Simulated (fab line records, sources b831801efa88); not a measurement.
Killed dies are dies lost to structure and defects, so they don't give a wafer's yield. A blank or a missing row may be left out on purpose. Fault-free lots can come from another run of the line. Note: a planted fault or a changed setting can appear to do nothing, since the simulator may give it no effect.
Which tool is to blame? | flow gf180mcu | 12 lots with 36 wafers sampled at 6 steps, on a route of 602 steps

WHAT EACH GAUGE READ, for each wafer
GF_HV_LDD_TW_MEAS_11.
lot  | measured     | on           | HV_LDD_TW
L472 | day 10 01:17 | filmMetro-01 | 2398 2387 2398
L473 | day 10 07:50 | filmMetro-01 | 2394 2393 2383
L477 | day 11 15:32 | filmMetro-04 | 2439 2438 2437
L484 | day 13 15:56 | filmMetro-04 | 2424 2411 2392
L486 | day 14 10:11 | filmMetro-01 | 2405 2405 2388
L488 | day 14 20:04 | filmMetro-02 | 2425 2429 2435
L489 | day 15 03:06 | filmMetro-01 | 2396 2401 2395
L490 | day 15 09:50 | filmMetro-01 | 2398 2400 2401
L492 | day 16 05:44 | filmMetro-02 | 2446 2439 2423
L493 | day 16 12:20 | filmMetro-04 | 2412 2407 2390
L494 | day 16 15:33 | filmMetro-01 | 2404 2400 2411
L495 | day 17 07:26 | filmMetro-01 | 2423 2415 2405

GF_HV_LDD_THK_MEAS_57.
lot  | measured     | on           | HV_LDD_CVD_56_THK (nm)
L472 | day 12 11:43 | filmMetro-04 | 90.0 89.5 89.9
L473 | day 12 19:18 | filmMetro-02 | 90.9 91.0 91.5
L477 | day 14 05:36 | filmMetro-02 | 110.8 111.0 110.9
L484 | day 16 12:42 | filmMetro-04 | 91.4 91.2 90.9
L486 | day 17 07:20 | filmMetro-02 | 90.3 90.3 90.3
L488 | day 17 18:28 | filmMetro-04 | 89.7 90.3 89.7
L489 | day 18 03:15 | filmMetro-02 | 90.6 90.5 90.2
L490 | day 18 09:50 | filmMetro-04 | 90.6 91.2 90.6
L492 | day 19 07:51 | filmMetro-01 | 90.7 91.1 90.5
L493 | day 19 15:42 | filmMetro-02 | 90.6 90.4 90.3
L494 | day 19 19:59 | filmMetro-01 | 89.8 89.6 90.2
L495 | day 20 12:14 | filmMetro-02 | 89.3 89.2 89.0

GF_PSD_CD_MEAS_07: the cd target is 400 nm.
lot  | measured     | on       | cdNm (nm)
L472 | day 14 03:24 | cdSem-02 | 400.2 398.3 398.0
L473 | day 14 11:37 | cdSem-02 | 399.7 399.6 397.9
L477 | day 16 00:20 | cdSem-02 | 398.8 396.8 397.7
L484 | day 18 11:44 | cdSem-01 | 402.0 403.8 401.6
L486 | day 19 07:17 | cdSem-02 | 396.4 397.1 397.1
L488 | day 19 18:19 | cdSem-02 | 396.8 399.4 396.4
L489 | day 20 04:38 | cdSem-01 | 403.1 399.1 400.2
L490 | day 20 11:25 | cdSem-01 | 397.1 397.8 398.8
L492 | day 21 08:43 | cdSem-01 | 400.5 400.4 398.9
L493 | day 21 16:34 | cdSem-02 | 396.0 398.6 397.8
L494 | day 21 20:34 | cdSem-02 | 396.4 399.8 397.9
L495 | day 22 12:52 | cdSem-02 | 396.7 397.8 396.5

EACH LOT AND THE TOOL THAT RAN IT (in order: tool; ch and the chambers of the sampled wafers; start)
lot  | GF_HV_LDD_STRIP_49                  | GF_HV_LDD_CVD_56            | GF_HV_LDD_ETCHBACK_58
L472 | plasmaAsher-03 ch 0, day 12 08:47   | lpcvd-01 ch 0, day 12 10:16 | rieDiel-01 ch 0,3, day 12 11:46
L473 | plasmaAsher-03 ch 0,1, day 12 16:23 | lpcvd-02 ch 0, day 12 17:52 | rieDiel-01 ch 1,2,3, day 12 19:21
L477 | plasmaAsher-02 ch 0,1, day 14 02:41 | lpcvd-02 ch 0, day 14 04:10 | rieDiel-04 ch 0,1,3, day 14 05:40
L484 | plasmaAsher-04 ch 0,1, day 16 09:44 | lpcvd-01 ch 0, day 16 11:16 | rieDiel-04 ch 1,2,3, day 16 12:46
L486 | plasmaAsher-02 ch 0,1, day 17 04:26 | lpcvd-02 ch 1, day 17 05:55 | rieDiel-01 ch 1,2,3, day 17 07:24
L488 | plasmaAsher-04 ch 0,1, day 17 15:34 | lpcvd-02 ch 1, day 17 17:01 | rieDiel-01 ch 0,1,3, day 17 18:30
L489 | plasmaAsher-02 ch 0,1, day 18 00:20 | lpcvd-01 ch 1, day 18 01:49 | rieDiel-04 ch 0,3, day 18 03:18
L490 | plasmaAsher-02 ch 0,1, day 18 06:55 | lpcvd-02 ch 0, day 18 08:25 | rieDiel-01 ch 1,2,3, day 18 09:54
L492 | plasmaAsher-03 ch 0,1, day 19 04:13 | lpcvd-01 ch 1, day 19 05:43 | rieDiel-01 ch 0,2, day 19 07:55
L493 | plasmaAsher-03 ch 0,1, day 19 12:17 | lpcvd-01 ch 0, day 19 14:17 | rieDiel-01 ch 0,2,3, day 19 15:46
L494 | plasmaAsher-02 ch 0,1, day 19 15:52 | lpcvd-02 ch 0, day 19 17:49 | rieDiel-02 ch 0,1,3, day 19 20:02
L495 | plasmaAsher-02 ch 0,1, day 20 08:49 | lpcvd-02 ch 1, day 20 10:49 | rieDiel-04 ch 1,2,3, day 20 12:18
- GF_HV_LDD_STRIP_49: strips in O2/N2.
- GF_HV_LDD_CVD_56: deposits Si3N4 from DCS/NH3, target thk 90 nm, time 1543 s.
- GF_HV_LDD_ETCHBACK_58: etches Si3N4 in CH3F/O2, stops on SiO2, time 100 s, target depth 90 nm.

WHAT THE TOOLS THEMSELVES READ (means of the sampled wafers that have a number; where no wafer has one, the mark that the record gives instead)
GF_HV_LDD_STRIP_49.
lot  | tool           | drypumpMotorCurrentA (A) | heaterPowerW (W) | oesProductAu (a.u.) | stripTimeToEndpointS (s)
L472 | plasmaAsher-03 | 6.6                      | 303              | 0.717               | 12.66
L473 | plasmaAsher-03 | 5.8                      | 342              | 0.715               | 12.67
L477 | plasmaAsher-02 | 5.2                      | 315              | 0.717               | 12.66
L484 | plasmaAsher-04 | 5.3                      | 362              | 0.714               | 12.59
L486 | plasmaAsher-02 | 5.3                      | 325              | 0.718               | 12.64
L488 | plasmaAsher-04 | 5.3                      | 355              | 0.719               | 12.69
L489 | plasmaAsher-02 | 5.2                      | 317              | 0.715               | 12.66
L490 | plasmaAsher-02 | 5.2                      | 315              | 0.719               | 12.64
L492 | plasmaAsher-03 | 5.7                      | 343              | 0.720               | 12.67
L493 | plasmaAsher-03 | 5.8                      | 342              | 0.711               | 12.67
L494 | plasmaAsher-02 | 5.2                      | 321              | 0.719               | 12.61
L495 | plasmaAsher-02 | 5.2                      | 321              | 0.713               | 12.65

GF_HV_LDD_CVD_56.
lot  | tool     | pressureMtorr (mTorr) | spikeTcLowerC (C) | spikeTcTopC (C) | zonePowerUpperPct (%)
L472 | lpcvd-01 | 250.0                 | 769.8             | 782.8           | 13.5
L473 | lpcvd-02 | 250.6                 | 768.5             | 783.1           | 12.0
L477 | lpcvd-02 | 250.4                 | 769.0             | 784.8           | 11.9
L484 | lpcvd-01 | 249.7                 | 770.5             | 782.9           | 13.7
L486 | lpcvd-02 | 249.9                 | 771.4             | 782.9           | 14.8
L488 | lpcvd-02 | 250.6                 | 771.0             | 783.3           | 14.9
L489 | lpcvd-01 | 250.1                 | 769.6             | 784.7           | 13.0
L490 | lpcvd-02 | 249.8                 | 769.8             | 782.9           | 12.0
L492 | lpcvd-01 | 250.2                 | 769.9             | 783.2           | 13.0
L493 | lpcvd-01 | 249.7                 | 770.6             | 782.1           | 13.6
L494 | lpcvd-02 | 250.3                 | 768.4             | 783.2           | 11.9
L495 | lpcvd-02 | 250.3                 | 771.0             | 782.2           | 14.7

GF_HV_LDD_ETCHBACK_58.
lot  | tool       | drypumpMotorCurrentA (A) | oesProductAu (a.u.) | throttleValvePct (%)
L472 | rieDiel-01 | 5.7                      | 0.838               | 10.560
L473 | rieDiel-01 | 5.6                      | 0.848               | 10.562
L477 | rieDiel-04 | 5.6                      | 0.947               | 10.579
L484 | rieDiel-04 | 5.6                      | 0.848               | 10.562
L486 | rieDiel-01 | 5.6                      | 0.842               | 10.552
L488 | rieDiel-01 | 5.6                      | 0.845               | 10.556
L489 | rieDiel-04 | 5.4                      | 0.845               | 10.565
L490 | rieDiel-01 | 5.6                      | 0.847               | 10.565
L492 | rieDiel-01 | 5.0                      | 0.848               | 10.562
L493 | rieDiel-01 | 5.4                      | 0.842               | 10.570
L494 | rieDiel-02 | 5.8                      | 0.837               | 10.559
L495 | rieDiel-04 | 5.6                      | 0.838               | 10.551

THE ANSWER, worked out from the rows above alone
Rule: what is usual is taken from the lots themselves. Put in order of their means at a reading, lots are off if they are a third of the lots or fewer, leave a main group of 4 or more, and stand apart from it by a gap of 3 or more times the standard deviation of the main group's means; of several such gaps the widest counts. A main group is skipped when, at the precision printed for the reading in the tables above, its means are all equal. Also off: a lot with no number at a reading for which 4 or more lots have one. The other lots that the step has rows for count as sound. First the gauges in route order, then the tools' own readings, where a lot's mean is used as printed above. The first step at which some lot is off is used, and at that step the reading that is off furthest; a lot without a number counts as furthest.
Off: L477, seen at GF_HV_LDD_THK_MEAS_57 (HV_LDD_CVD_56_THK). For the main group the mean is 90.3 nm and the standard deviation 0.59.
A tool fits if, at a process step before that reading, it ran every lot that is off, and no sound lot after the first of them. Not tried: the gauges at GF_HV_LDD_THK_MEAS_57; whatever is off there is also off at GF_HV_LDD_CVD_56, on other tools, and gauge error can't account for it. None of those tried fits.

WHAT THE SIMULATOR PUT IN
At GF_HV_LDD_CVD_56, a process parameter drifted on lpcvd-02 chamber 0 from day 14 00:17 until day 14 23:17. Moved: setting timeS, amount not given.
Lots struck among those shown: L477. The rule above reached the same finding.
